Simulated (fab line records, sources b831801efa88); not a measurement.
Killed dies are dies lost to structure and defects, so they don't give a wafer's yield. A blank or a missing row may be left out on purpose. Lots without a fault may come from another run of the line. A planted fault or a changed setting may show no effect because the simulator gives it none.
Which tool did it? | flow gf180mcu | 6 lots, 17 wafers sampled, at 1 step of a route of 602

WHAT THE GAUGES READ, wafer by wafer
GF_MVSD_TW_MEAS_11.
lot  | measured    | on            | MVSD_TW
L644 | day 4 15:16 | film_metro-03 | 1562 1566 1560
L646 | day 5 05:33 | film_metro-03 | 1567 1562
L649 | day 5 23:26 | film_metro-03 | 1573 1567 1572
L657 | day 8 01:32 | film_metro-02 | 1571 1582 1573
L661 | day 8 21:12 | film_metro-04 | 1546 1550 1552
L665 | day 9 18:04 | film_metro-04 | 1552 1566 1566

WHICH TOOL RAN EACH LOT (tool, then ch and the chambers of the sampled wafers, then the start)
The record holds no process step before these readings.

THE ANSWER, worked out from the rows above alone
Rule: what is usual is taken from the lots themselves. Put in order of their means at a reading, lots are off if they are a third of the lots or fewer, leave a main group of 4 or more, and stand apart from it by a gap of 3 or more times the standard deviation of the main group's means; of several such gaps the widest counts. A main group whose means are all the same, to the digits that the tables above print for the reading, isn't used. A lot without any number at a reading at which 4 lots or more have one is off too. The other lots that the step has rows for count as sound.
No lot is off at any reading shown: from this, nothing can be told.

WHAT THE SIMULATOR HAD PUT IN
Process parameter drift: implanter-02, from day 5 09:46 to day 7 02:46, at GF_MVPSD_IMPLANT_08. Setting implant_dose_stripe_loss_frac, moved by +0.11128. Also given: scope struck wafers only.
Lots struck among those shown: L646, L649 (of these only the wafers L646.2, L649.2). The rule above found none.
